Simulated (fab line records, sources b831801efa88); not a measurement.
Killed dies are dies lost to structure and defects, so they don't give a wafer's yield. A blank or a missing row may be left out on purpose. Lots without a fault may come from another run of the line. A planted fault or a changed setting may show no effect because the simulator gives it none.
One fault seen from 2 desks | flow gf180mcu | each desk has only its own numbers; what lay behind them comes last

THE METROLOGY DESK
What the gauges read, lot by lot, whatever tool the lot ran on: means of the sampled wafers that have a number. A lot is out of limits, marked OUT, if its mean lies more than 4 standard deviations from the usual mean; the brackets give that distance.
Columns: A = CONTACT_W_RS at GF_CONTACT_RS_MEAS_25, usual 0.381 ohm/sq; B = CONTACT_W_THK at GF_CONTACT_THK_MEAS_26, usual 299 nm
lot  | first seen here | A     | B
L739 | day 20 04:16    | 0.370 | 307
L745 | day 22 11:08    | 0.384 | 298
L746 | day 22 16:12    | 0.379 | 302
L747 | day 23 01:53    | 0.386 | 296
L749 | day 23 14:52    | 0.382 | 302
This desk's finding: nothing out of limits on any of the 5 lots.

THE TOOL OWNER'S DESK: pvd_sputter-03
The tool's own readings at GF_M1_SPUTTER_00 (material Ti, target thk 37.5 nm, time 150 s): means of the sampled wafers that have a number, for each lot that ran on this tool. A lot is out of limits, marked OUT, if its mean lies more than 4 standard deviations from the usual mean; the brackets give that distance.
Columns: A = throttle_valve_pct at GF_M1_SPUTTER_00, usual 30.1 %
lot  | first seen here | A
L739 | day 20 04:44    | 30.2
L746 | day 22 16:41    | 29.5
L749 | day 23 15:20    | 28.7
This desk's finding: nothing out of limits on any of the 3 lots.

PUT TOGETHER
The metrology desk saw nothing out of limits.
The tool owner's desk saw nothing out of limits.

WHAT THE SIMULATOR HAD PUT IN
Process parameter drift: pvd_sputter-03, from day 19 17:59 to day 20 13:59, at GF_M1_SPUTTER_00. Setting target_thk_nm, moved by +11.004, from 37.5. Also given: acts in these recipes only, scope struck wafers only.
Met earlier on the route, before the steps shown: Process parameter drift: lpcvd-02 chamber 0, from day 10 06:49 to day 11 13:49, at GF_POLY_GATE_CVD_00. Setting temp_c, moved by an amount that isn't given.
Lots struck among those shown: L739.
